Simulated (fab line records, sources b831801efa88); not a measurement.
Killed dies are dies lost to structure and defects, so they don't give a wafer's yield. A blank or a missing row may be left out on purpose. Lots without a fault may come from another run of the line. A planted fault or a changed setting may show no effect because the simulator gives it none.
fab line records | flow sky130
record lots=5 wafers=15 last_day=50
route steps=708 shown GATE_OXIDE@192 POLY_GATE@204 RES_PROTECT@206 PAD_OPEN@708
lots that met no fault: from a run of the same line without faults
start_h: hours from the record's first day to the start of the lot's first wafer shown | wait_h: hours since the lot's step before | " the same as in the row above | L1.1+2: a row that stands for several wafers | - no value, or no start given | * or withheld: withheld | < > ~ a bound
route shown NAME@n: a module of which the file shows steps, and the number in the route of the first | usual: mean/standard deviation of fault-free wafers | same: alike in all rows | chamber/n: place in a boat | sites: the reading at each site | _std_site: their standard deviation | _edge_site: outer sites' mean less inner sites' | radius_mm: how far each site lies from the wafer's centre | mask NAME#n: copy n | behind: the tool/chamber that last shaped the wafer | hold: why the lot was held/for how many hours/how that ended | device: the transistor (n, p or np) that didn't switch | end of line: the same wafers' tests at the end of the route | a step without rows: its recipe alone | killed: dies lost to structure and defects at the first sort, not the wafer's yield | map: a wafer's dies, x killed, . not, _ none there
set.NAME: the setting as run; set.NAME@STEP: as run at that earlier step | model.NAME: the simulator's own value behind a step, which no gauge read
lots at some steps of the route; a table a step, a row a wafer
services: from which hour (start_h, from the record's first day; less than 0 if before it) a tool's chamber was out of use, for how many hours, and why
## steps
# step SKY_GATE_OXIDE_COAT_05
# recipe resist=NOVOLAK spin_rpm=3000 resist_thk_nm=1140
# step SKY_GATE_OXIDE_SOFTBAKE_06
# recipe temp_c=90 time_s=60 resist=NOVOLAK
# step SKY_GATE_OXIDE_EXPOSE_07
# recipe mask_id=LVOM na=0.6 source_shape=conventional sigma_outer=0.6 polarization=unpolarized target_cd_nm=600 dose_mj=170
# step SKY_GATE_OXIDE_PEB_08
# recipe temp_c=withheld time_s=* resist=NOVOLAK
# step SKY_GATE_OXIDE_DEVELOP_09
# recipe resist=NOVOLAK developer=TMAH develop_time_s=60 dev_temp_c=23
# step SKY_GATE_OXIDE_OVL_MEAS_10
# usual GATE_OXIDE_OVL=0.7/1.3
# columns lot.wafer tool chamber start_h wait_h GATE_OXIDE_OVL[nm]
L555.1 overlay-02 - 341.46 0.1 -2.4
L555.4 " - " " -0.4
L555.6 " - " " 0.7
L563.2 overlay-01 - 410.32 0.1 0.2
L563.3 " - " " 1.3
L563.6 " - " " 2.7
L572.1 overlay-02 - 486.71 0.1 0.8
L572.2 " - " " 2.6
L572.5 " - " " 1.9
L573.1 overlay-01 - 496.61 0.1 0.8
L573.3 " - " " 1.1
L573.6 " - " " 0.5
L574.2 overlay-02 - 502.67 0.1 -1.2
L574.3 " - " " 0.8
L574.4 " - " " 0.4
# step SKY_GATE_OXIDE_IMPLANT_11
# recipe species=B energy_kev=10 dose_cm2=2.6e+12 tilt_deg=withheld
# step SKY_GATE_OXIDE_WET_ETCH_12
# recipe chemistry=dHF target_depth_nm=16.8 dry=n2_spin target=SiO2 dilution=100:1 temp_c=25 time_s=336
# step SKY_GATE_OXIDE_STRIP_13
# recipe chemistry=O2/N2 power_w=1400 pressure_mtorr=1500 platen_temp_c=withheld o2_flow_sccm=3000 n2_flow_sccm=300 overash_fraction=0.5
# usual chamber_pressure_mTorr=1500.1/1.3 drypump_motor_current_A=5.64/0.23 oes_product_au=0.716/0.0047 strip_time_to_endpoint_s=14.21/0.038
# columns lot.wafer tool chamber start_h wait_h chamber_pressure_mTorr drypump_motor_current_A oes_product_au rf_hours_counter_h strip_time_to_endpoint_s
L555.1 plasma_asher-02 1 341.75 0.0 1499.6 5.58 0.713 22 14.23
L555.4 " 0 " " 1500.6 5.41 0.712 - 14.16
L555.6 " 1 " " 1498.8 5.56 0.710 - 14.18
L563.2 plasma_asher-02 1 410.62 0.0 1500.7 5.56 0.719 29 14.20
L563.3 " 0 " " 1501.1 5.42 0.709 - 14.23
L563.6 " 0 " " 1501.0 5.42 0.717 - 14.17
L572.1 plasma_asher-03 1 487.00 0.0 1499.3 5.91 0.721 65 14.18
L572.2 " 0 " " 1499.8 5.94 0.711 65 14.19
L572.5 " 1 " " 1501.5 5.95 0.728 - 14.17
L573.1 plasma_asher-04 1 496.90 0.0 1499.3 5.22 0.709 79 14.21
L573.3 " 0 " " 1498.3 5.73 0.721 - 14.23
L573.6 " 0 " " 1500.4 5.79 0.714 - 14.22
L574.2 plasma_asher-04 1 502.95 0.0 1501.2 5.23 0.725 80 14.19
L574.3 " 1 " " 1501.9 5.23 0.716 - 14.20
L574.4 " 0 " " 1500.2 5.71 0.711 - 14.21
# step SKY_GATE_OXIDE_TW_MEAS_14
# usual GATE_OXIDE_TW=223.6/1.3
# columns lot.wafer tool chamber start_h wait_h GATE_OXIDE_TW
L555.1 film_metro-01 - 341.85 0.1 225.0
L555.4 " - " " 223.6
L555.6 " - " " 224.9
L563.2 film_metro-04 - 410.73 0.1 222.6
L563.3 " - " " 224.3
L563.6 " - " " 222.8
L572.1 film_metro-01 - 487.10 0.1 222.2
L572.2 " - " " 222.0
L572.5 " - " " 221.9
L573.1 film_metro-01 - 497.00 0.1 221.5
L573.3 " - " " 222.1
L573.6 " - " " 221.9
L574.2 film_metro-03 - 503.06 0.1 224.2
L574.3 " - " " 223.8
L574.4 " - " " 223.0
# step SKY_GATE_OXIDE_CLEAN_15
# recipe chemistry=SC1/SC2 mix=1:4:20 temp_c=70 time_s=150 dry=n2_spin
# step SKY_GATE_OXIDE_OXIDATION_16
# recipe temp_c=800 ambient=O2 idle_temp_c=700 ramp_up_c_per_min=10 ramp_down_c_per_min=3 stabilise_s=600 purge_s=300 target_thk_a=35.7 ox_time_s=1915
# step SKY_POLY_GATE_CVD_00
# recipe material=poly-Si target_thk_nm=180 temp_c=620 time_s=720 pressure_mtorr=200
# columns lot.wafer tool chamber start_h wait_h model.poly-Si_of_POLY_GATE_CVD_00.thk_nm
L555.1 lpcvd-01 0 343.63 0.0 179.2
L555.4 " 0 " " 179.8
L555.6 " 0 " " 179.4
L563.2 lpcvd-01 0 413.33 0.0 192.3
L563.3 " 0 " " 191.7
L563.6 " 0 " " 191.4
L572.1 lpcvd-01 1 488.74 0.0 177.5
L572.2 " 1 " " 178.3
L572.5 " 1 " " 178.9
L573.1 lpcvd-01 0 498.64 0.0 179.5
L573.3 " 0 " " 177.8
L573.6 " 0 " " 179
L574.2+4 lpcvd-01 0 504.69 0.0 180.5
L574.3 " 0 " " 179.4
# step SKY_POLY_GATE_THK_MEAS_01
# recipe reads=poly-Si_of_POLY_GATE_CVD_00
# usual POLY_GATE_CVD_00_THK=180.6/1.7
# columns lot.wafer tool chamber start_h wait_h POLY_GATE_CVD_00_THK[nm]
L555.1 film_metro-03 - 344.83 0.0 179.0
L555.4 " - " " 179.8
L555.6 " - " " 179.3
L563.2 film_metro-02 - 414.57 0.0 192.3
L563.3 " - " " 191.8
L563.6 " - " " 191.3
L572.1 film_metro-02 - 490.54 0.0 177.7
L572.2 " - " " 178.3
L572.5 " - " " 179.0
L573.1 film_metro-03 - 499.84 0.0 179.3
L573.3 " - " " 177.8
L573.6 " - " " 178.9
L574.2 film_metro-04 - 505.90 0.0 180.5
L574.3 " - " " 179.2
L574.4 " - " " 180.4
# step SKY_RES_PROTECT_DEHYDRATE_00
# recipe temp_c=200 time_s=60
# step SKY_RES_PROTECT_HMDS_01
# recipe prime_time_s=60 prime_temp_c=120
# step SKY_RES_PROTECT_COAT_02
# recipe resist=NOVOLAK spin_rpm=3000 resist_thk_nm=1140
# step SKY_RES_PROTECT_SOFTBAKE_03
# recipe temp_c=90 time_s=60 resist=NOVOLAK
# step SKY_RES_PROTECT_EXPOSE_04
# recipe mask_id=RPM na=0.6 source_shape=conventional sigma_outer=0.6 polarization=unpolarized target_cd_nm=1270 dose_mj=131
# step SKY_RES_PROTECT_PEB_05
# recipe temp_c=withheld time_s=* resist=NOVOLAK
# step SKY_RES_PROTECT_DEVELOP_06
# recipe resist=NOVOLAK developer=TMAH develop_time_s=60 dev_temp_c=23
# step SKY_POLY_GATE_IMPLANT_02
# recipe species=P energy_kev=30 dose_cm2=7.7e+15 tilt_deg=0
# step SKY_RES_PROTECT_STRIP_07
# recipe chemistry=O2/N2 power_w=1400 pressure_mtorr=1500 platen_temp_c=withheld o2_flow_sccm=3000 n2_flow_sccm=300 overash_fraction=0.5
# usual chamber_pressure_mTorr=1499.8/1.3 drypump_motor_current_A=5.71/0.28 oes_product_au=0.518/0.0041 strip_time_to_endpoint_s=23.31/0.047
# columns lot.wafer tool chamber start_h wait_h chamber_pressure_mTorr drypump_motor_current_A oes_product_au rf_hours_counter_h strip_time_to_endpoint_s
L555.1 plasma_asher-04 1 372.81 0.1 1498.2 5.24 0.513 67 23.32
L555.4 " 0 " " 1500.8 5.70 0.515 - 23.28
L555.6 " 0 " " 1498.8 5.70 0.519 - 23.34
L563.2 plasma_asher-03 0 444.61 0.1 1499.4 5.99 0.524 61 23.33
L563.3 " 1 " " 1500.5 5.92 0.516 - 23.36
L563.6 " 1 " " 1499.5 5.89 0.524 - 23.36
L572.1 plasma_asher-04 0 521.65 0.1 1501.4 5.69 0.521 83 23.33
L572.2 " 1 " " 1499.6 5.24 0.518 83 23.28
L572.5 " 0 " " 1498.7 5.71 0.515 - 23.29
L573.1 plasma_asher-04 0 530.31 0.1 1500.6 5.75 0.521 83 23.30
L573.3 " 1 " " 1500.6 5.22 0.519 - 23.28
L573.6 " 1 " " 1499.1 5.24 0.517 - 23.29
L574.2 plasma_asher-01 1 536.55 0.1 1500.7 6.02 0.516 7 23.24
L574.3 " 0 " " 1501.5 5.53 0.515 - 23.25
L574.4 " 1 " " 1497.8 6.01 0.512 - 23.24
# step SKY_RES_PROTECT_TW_MEAS_08
# usual POLY_GATE_TW=4035/31
# columns lot.wafer tool chamber start_h wait_h POLY_GATE_TW
L555.1 film_metro-02 - 372.91 0.1 4026
L555.4 " - " " 4019
L555.6 " - " " 4043
L563.2 film_metro-01 - 444.72 0.1 4017
L563.3 " - " " 4013
L563.6 " - " " 4016
L572.1 film_metro-01 - 521.75 0.1 3998
L572.2 " - " " 4017
L572.5 " - " " 4030
L573.1 film_metro-02 - 530.41 0.1 4094
L573.3 " - " " 4072
L573.6 " - " " 4108
L574.2 film_metro-01 - 536.66 0.1 4009
L574.3 " - " " 3991
L574.4 " - " " 3998
# step SKY_RES_PROTECT_CLEAN_09
# recipe chemistry=SC1/SC2 mix=1:4:20 temp_c=70 time_s=150 dry=n2_spin
# columns lot.wafer tool chamber start_h wait_h model.poly-Si_of_POLY_GATE_CVD_00.thk_nm
L555.1 wet_bench-01 3 372.97 0.1 178.5
L555.4 " 3 " " 179.1
L555.6 " 3 " " 178.8
L563.2 wet_bench-02 3 444.77 0.0 191.7
L563.3 " 3 " " 191.1
L563.6 " 3 " " 190.7
L572.1 wet_bench-01 3 521.81 0.1 176.9
L572.2 " 3 " " 177.6
L572.5 " 3 " " 178.2
L573.1 wet_bench-01 3 530.47 0.1 178.8
L573.3 " 3 " " 177.1
L573.6 " 3 " " 178.4
L574.2+4 wet_bench-01 3 536.71 0.0 179.9
L574.3 " 3 " " 178.7
# step SKY_POLY_GATE_CVD_03
# recipe material=Si3N4 precursor=DCS/NH3 target_thk_nm=75 temp_c=770 time_s=1290 pressure_mtorr=250
# step SKY_PAD_OPEN_PROBE_99
# usual killed_at_M0_to_M3=44/6 killed_at_M4_up=2.9/1.5 killed_at_contacts=24/4.9 killed_at_front_end=16/4.3 killed_at_other=0.3/0.54 killed_dies=87/8.7 killed_open=48/6.7 killed_short=39/5.9
# same gross_dies=492 killed_at_back_side=0
# columns lot.wafer tool chamber start_h wait_h killed_at_M0_to_M3 killed_at_M4_up killed_at_contacts killed_at_front_end killed_at_other killed_dies killed_open killed_short model.etest.res_poly.rs_ohm_sq
L555.1 prober-01 - 1103.43 0.1 41 2 30 16 0 89 51 38 47.44
L555.4 prober-01 - 1103.58 0.2 39 5 25 18 0 87 52 35 48.74
L555.6 prober-01 - 1103.68 0.2 47 2 23 16 1 89 49 39 48.28
L563.2 prober-02 - 1147.72 0.1 43 1 27 19 1 91 52 39 47.45
L563.3 prober-02 - 1147.77 0.2 35 5 29 19 0 88 48 39 47.05
L563.6 prober-02 - 1147.92 0.2 44 2 22 20 0 88 51 37 47.08
L572.1 prober-01 - 1191.04 0.1 48 2 18 10 0 78 34 44 48.69
L572.2 prober-01 - 1191.09 0.1 50 5 19 22 0 96 56 40 47.98
L572.5 prober-01 - 1191.24 0.2 52 3 20 13 1 89 54 35 48.59
L573.1 prober-02 - 1193.55 0.1 35 4 14 16 0 69 35 34 47.72
L573.3 prober-02 - 1193.65 0.2 46 5 29 29 0 109 59 50 48.03
L573.6 prober-02 - 1193.80 0.2 41 3 23 24 0 91 45 46 48.67
L574.2 prober-01 - 1198.40 0.1 48 4 21 21 0 94 53 41 48.98
L574.3 prober-01 - 1198.45 0.2 37 4 34 17 1 93 41 52 48.92
L574.4 prober-01 - 1198.50 0.2 44 4 24 20 0 92 52 40 49.29
# killed by level:class
L555.1 CONTACT:geometric_particle:open=12 VIA1:geometric_particle:open=9 VIA3:geometric_particle:open=9 LI_CONTACT:geometric_particle:open=8 FIELD_ISO:geometric_particle:open=5 FIELD_ISO:geometric_particle:short=5 LI_CONTACT:geometric_particle:short=5 METAL2:geometric_particle:short=5
L555.4 CONTACT:geometric_particle:open=12 VIA1:geometric_particle:open=9 VIA2:geometric_particle:open=7 LI_CONTACT:geometric_particle:open=7 FIELD_ISO:geometric_particle:short=6 FIELD_ISO:geometric_particle:open=6 VIA3:geometric_particle:short=6 VIA3:geometric_particle:open=6
L555.6 LI_CONTACT:geometric_particle:open=8 VIA1:geometric_particle:open=8 METAL1:geometric_particle:short=7 VIA1:geometric_particle:short=7 POLY_GATE:geometric_particle:open=6 LI_CONTACT:geometric_particle:short=6 VIA2:geometric_particle:open=6 CONTACT:geometric_particle:open=5
L563.2 VIA1:geometric_particle:open=12 CONTACT:geometric_particle:open=11 LI_CONTACT:geometric_particle:open=7 VIA2:geometric_particle:open=7 FIELD_ISO:geometric_particle:short=6 VIA1:geometric_particle:short=5 METAL1:geometric_particle:short=5 FIELD_ISO:geometric_particle:open=4
L563.3 CONTACT:geometric_particle:open=11 VIA1:geometric_particle:open=9 LI_CONTACT:geometric_particle:open=7 METAL1:geometric_particle:short=6 POLY_GATE:geometric_particle:open=5 VIA2:geometric_particle:open=5 METAL4:geometric_particle:short=5 POLY_GATE:geometric_particle:short=4
L563.6 VIA1:geometric_particle:open=13 CONTACT:geometric_particle:open=7 METAL2:geometric_particle:short=7 LI_CONTACT:geometric_particle:open=6 CONTACT:geometric_particle:short=6 VIA3:geometric_particle:open=6 POLY_GATE:geometric_particle:open=5 VIA2:geometric_particle:open=4
L572.1 VIA1:geometric_particle:open=9 VIA1:geometric_particle:short=7 METAL2:geometric_particle:short=7 VIA3:geometric_particle:open=6 LI_CONTACT:geometric_particle:open=6 METAL3:geometric_particle:short=5 CONTACT:geometric_particle:open=4 VIA2:geometric_particle:short=4
L572.2 VIA1:geometric_particle:open=10 LI_CONTACT:geometric_particle:open=9 VIA2:geometric_particle:open=8 VIA3:geometric_particle:open=7 FIELD_ISO:geometric_particle:short=6 CONTACT:geometric_particle:open=6 VIA3:geometric_particle:short=6 FIELD_ISO:geometric_particle:open=5
L572.5 VIA1:geometric_particle:open=13 VIA3:geometric_particle:open=12 LI_CONTACT:geometric_particle:open=8 METAL1:geometric_particle:short=6 CONTACT:geometric_particle:open=5 VIA1:geometric_particle:short=5 VIA2:geometric_particle:open=5 FIELD_ISO:geometric_particle:short=4
L573.1 VIA1:geometric_particle:open=7 VIA2:geometric_particle:open=6 VIA3:geometric_particle:open=6 FIELD_ISO:geometric_particle:short=5 VIA1:geometric_particle:short=5 FIELD_ISO:geometric_particle:open=4 POLY_GATE:geometric_particle:short=4 CONTACT:geometric_particle:open=4
L573.3 VIA3:geometric_particle:open=10 VIA1:geometric_particle:open=10 CONTACT:geometric_particle:open=9 FIELD_ISO:geometric_particle:short=8 LI_CONTACT:geometric_particle:open=8 VIA2:geometric_particle:open=7 POLY_GATE:geometric_particle:open=6 METAL1:geometric_particle:short=6
L573.6 POLY_GATE:geometric_particle:open=8 CONTACT:geometric_particle:open=8 VIA2:geometric_particle:open=7 METAL1:geometric_particle:short=7 VIA1:geometric_particle:short=6 VIA1:geometric_particle:open=6 FIELD_ISO:geometric_particle:short=5 CONTACT:geometric_particle:short=5
L574.2 VIA2:geometric_particle:open=11 VIA1:geometric_particle:short=10 VIA1:geometric_particle:open=8 FIELD_ISO:geometric_particle:open=7 LI_CONTACT:geometric_particle:open=7 CONTACT:geometric_particle:open=7 FIELD_ISO:geometric_particle:short=6 CONTACT:geometric_particle:short=6
L574.3 CONTACT:geometric_particle:open=11 CONTACT:geometric_particle:short=9 LI_CONTACT:geometric_particle:open=8 METAL1:geometric_particle:short=6 VIA3:geometric_particle:short=6 FIELD_ISO:geometric_particle:short=5 VIA2:geometric_particle:open=5 VIA1:geometric_particle:open=5
L574.4 CONTACT:geometric_particle:open=9 VIA1:geometric_particle:open=9 METAL1:geometric_particle:short=8 VIA2:geometric_particle:open=8 POLY_GATE:geometric_particle:open=6 LI_CONTACT:geometric_particle:open=6 CONTACT:geometric_particle:short=6 POLY_GATE:geometric_particle:short=4
## services
# columns tool chamber start_h hours kind
plasma_asher-03 - 337.01 2.8 pm
plasma_asher-02 - 345.39 1.0 repair
wet_bench-01 - 400.95 13.1 repair
wet_bench-02 - 410.61 3.3 repair
plasma_asher-01 - 421.25 9.0 pm
plasma_asher-01 0 421.25 9.0 vent_cycle
plasma_asher-01 1 421.25 9.0 vent_cycle
plasma_asher-01 0 430.25 - clean
plasma_asher-01 1 430.25 - clean
lpcvd-01 - 440.80 0.6 repair
plasma_asher-01 - 488.52 6.4 repair
plasma_asher-01 - 494.95 28.1 pm
## key
first_sign step=SKY_POLY_GATE_THK_MEAS_01 reading=POLY_GATE_CVD_00_THK direction=up sigmas=6.6 usual=180.6 struck=191.8
effect none on later readings
model_effect step=SKY_POLY_GATE_CVD_00 value=poly-Si_of_POLY_GATE_CVD_00.thk_nm without=183.2 struck=191.8
model_effect step=SKY_RES_PROTECT_CLEAN_09 value=poly-Si_of_POLY_GATE_CVD_00.thk_nm without=182.6 struck=191.2
model_effect step=SKY_PAD_OPEN_PROBE_99 value=etest.res_poly.rs_ohm_sq without=48.58 struck=47.19
met_at SKY_POLY_GATE_CVD_00
struck_wafers L563.2,L563.3,L563.6
tester_left_out L563
onset_between 343.63 413.33
also_fits SKY_GATE_OXIDE_STRIP_13:plasma_asher-02
fault kind=process_parameter_drift tool=lpcvd-01 chamber=0 onset_h=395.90 steps=SKY_POLY_GATE_CVD_00 channel=target_thk_nm offset=8.5878 shape=step end_h=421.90 stated=180
# tester_left_out: of these lots the tester's yield and bins aren't shown, on N5 and GAA mostly nor the transistor test; their killed dies are dies lost to structure and defects alone, not to doping, threshold or leakage, so they don't give the yield
